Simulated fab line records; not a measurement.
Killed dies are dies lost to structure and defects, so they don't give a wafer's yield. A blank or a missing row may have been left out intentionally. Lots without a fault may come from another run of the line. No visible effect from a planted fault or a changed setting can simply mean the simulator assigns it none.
A lot that was struck, set against a sound lot | flow sky130 | 43 steps out of a route of 708
Sound: these wafers, L693.2, L693.3, L693.5. Struck: wafers L708.1, L708.3, L708.4. Last of all comes the cause.
Each step with rows lists, per side, the tool, then ch with its chambers, then its first start. Under that, the readings that differ: sound wafers | struck wafers | difference of the means | sigmas: that difference in standard deviations of wafers without a fault.
alike: a reading whose means differ by less than 2 such deviations, as well as words and numbers matching on both sides. not compared: withheld readings; readings where some wafer has no value; bounds like >300 that might hide an equal value; numbers whose values overlap and for which the record gives no deviation.
The two part at a step that has a row with sigmas, a row that says differs or no value, or rows on one side only. Numbers that don't overlap but have no deviation are shown without sigmas and don't part them. A reading missing from all wafers of one side parts the sides only when that side holds two or more wafers.

first, 1 step without rows for these wafers: SKY_VT_ADJUST_LVTN_IMPLANT_08.
SKY_VT_ADJUST_LVTN_STRIP_09: strips in O2/N2.
  sound on plasmaAsher-01 ch 0,1, day 8 00:10; struck on plasmaAsher-03 ch 0,1, day 11 17:43
reading                  | sound             | struck            | difference | sigmas
stripTimeToEndpointS (s) | 36.78 36.87 36.88 | 37.12 37.04 37.11 | +0.25      | +3
  alike: drypumpMotorCurrentA, oesProductAu
  not compared: rfHoursCounterH
SKY_VT_ADJUST_LVTN_TW_MEAS_10:
  sound on filmMetro-03 at day 8 00:16; struck on filmMetro-02 at day 11 17:49
  alike: VT_ADJUST_LVTN_TW
then, 7 steps without rows for these wafers: SKY_VT_ADJUST_LVTN_DEHYDRATE_11 (time 60 s); SKY_VT_ADJUST_LVTN_HMDS_12 (prime time 60 s); SKY_VT_ADJUST_LVTN_COAT_13 (resist thk 1140 nm); SKY_VT_ADJUST_LVTN_SOFTBAKE_14 (time 60 s); SKY_VT_ADJUST_LVTN_EXPOSE_15 (exposes mask HVN STD DERIVED, target cd 600 nm); SKY_VT_ADJUST_LVTN_PEB_16; SKY_VT_ADJUST_LVTN_DEVELOP_17 (develop time 60 s).
SKY_VT_ADJUST_LVTN_OVL_MEAS_18:
  sound on overlay-01 at day 8 21:04; struck on overlay-02 at day 12 17:45
  alike: VT_ADJUST_LVTN_01_OVL
following that, these wafers have no rows for 1 step: SKY_VT_ADJUST_LVTN_IMPLANT_19.
SKY_VT_ADJUST_LVTN_STRIP_20: strips in O2/N2.
  sound on plasmaAsher-01 ch 0,1, day 8 21:14; struck on plasmaAsher-03 ch 0,1, day 12 17:56
  alike: drypumpMotorCurrentA, oesProductAu, stripTimeToEndpointS
  not compared: rfHoursCounterH
SKY_VT_ADJUST_LVTN_TW_MEAS_21:
  sound on filmMetro-03 at day 8 21:21; struck on filmMetro-03 at day 12 18:02
  alike: VT_ADJUST_LVTN_2_TW
then, 7 steps without rows for these wafers: SKY_VT_ADJUST_NCORE_DEHYDRATE_00 (time 60 s); SKY_VT_ADJUST_NCORE_HMDS_01 (prime time 60 s); SKY_VT_ADJUST_NCORE_COAT_02 (resist thk 1140 nm); SKY_VT_ADJUST_NCORE_SOFTBAKE_03 (time 60 s); SKY_VT_ADJUST_NCORE_EXPOSE_04 (exposes mask LVTN COMPLEMENT THIN, target cd 380 nm); SKY_VT_ADJUST_NCORE_PEB_05; SKY_VT_ADJUST_NCORE_DEVELOP_06 (develop time 60 s).
SKY_VT_ADJUST_NCORE_CD_MEAS_07: target cd 380 nm.
  sound on cdSem-01 at day 9 18:53; struck on cdSem-02 at day 13 19:04
  alike: cdNm
SKY_VT_ADJUST_NCORE_OVL_MEAS_08:
  sound on overlay-02 at day 9 19:00; struck on overlay-01 at day 13 19:11
  alike: VT_ADJUST_NCORE_OVL
following that, these wafers have no rows for 1 step: SKY_VT_ADJUST_NCORE_IMPLANT_09.
SKY_VT_ADJUST_NCORE_STRIP_10: strips in O2/N2.
  sound on plasmaAsher-02 ch 1, day 9 19:11; struck on plasmaAsher-02 ch 0,1, day 13 19:22
  alike: drypumpMotorCurrentA, oesProductAu, stripTimeToEndpointS
  not compared: rfHoursCounterH
SKY_VT_ADJUST_NCORE_TW_MEAS_11:
  sound on filmMetro-01 at day 9 19:17; struck on filmMetro-04 at day 13 19:28
  alike: VT_ADJUST_NCORE_TW
then, 7 steps without rows for these wafers: SKY_VT_ADJUST_HVTR_DEHYDRATE_00 (time 60 s); SKY_VT_ADJUST_HVTR_HMDS_01 (prime time 60 s); SKY_VT_ADJUST_HVTR_COAT_02 (resist thk 1140 nm); SKY_VT_ADJUST_HVTR_SOFTBAKE_03 (time 60 s); SKY_VT_ADJUST_HVTR_EXPOSE_04 (exposes mask HVTRM, target cd 380 nm); SKY_VT_ADJUST_HVTR_PEB_05; SKY_VT_ADJUST_HVTR_DEVELOP_06 (develop time 57.85 s).
SKY_VT_ADJUST_HVTR_CD_MEAS_07: target cd 380 nm.
  sound on cdSem-01 at day 10 18:17; struck on cdSem-02 at day 14 20:29
  alike: cdNm
SKY_VT_ADJUST_HVTR_OVL_MEAS_08:
  sound on overlay-01 at day 10 18:23; struck on overlay-01 at day 14 20:37
  alike: VT_ADJUST_HVTR_OVL
following that, these wafers have no rows for 1 step: SKY_VT_ADJUST_HVTR_IMPLANT_09.
SKY_VT_ADJUST_HVTR_STRIP_10: strips in O2/N2.
  sound on plasmaAsher-02 ch 0,1, day 10 18:34; struck on plasmaAsher-01 ch 0,1, day 14 20:47
  alike: drypumpMotorCurrentA, oesProductAu, stripTimeToEndpointS
  not compared: rfHoursCounterH
SKY_VT_ADJUST_HVTR_TW_MEAS_11:
  sound on filmMetro-02 at day 10 18:41; struck on filmMetro-02 at day 14 20:53
  alike: VT_ADJUST_HVTR_TW
then, 4 steps without rows for these wafers: SKY_VT_ADJUST_PCH_DEHYDRATE_00 (time 60 s); SKY_VT_ADJUST_PCH_HMDS_01 (prime time 60 s); SKY_VT_ADJUST_PCH_COAT_02 (resist thk 3000 nm); SKY_VT_ADJUST_PCH_SOFTBAKE_03.
-- the record jumps here: 35 days lie between the struck wafers' starts before and after (it left off in module VT_ADJUST_PCH and takes up again in module PAD_OPEN, whose first step shown is number 708 of the route) --
SKY_PAD_OPEN_PROBE_99:
  the record has rows for the struck wafers here (prober-02, day 49 23:17) and none for the sound ones

## WHERE THEY PART
First at SKY_VT_ADJUST_LVTN_STRIP_09; last, within this record, at SKY_PAD_OPEN_PROBE_99.

WHY: whatever the simulator had introduced
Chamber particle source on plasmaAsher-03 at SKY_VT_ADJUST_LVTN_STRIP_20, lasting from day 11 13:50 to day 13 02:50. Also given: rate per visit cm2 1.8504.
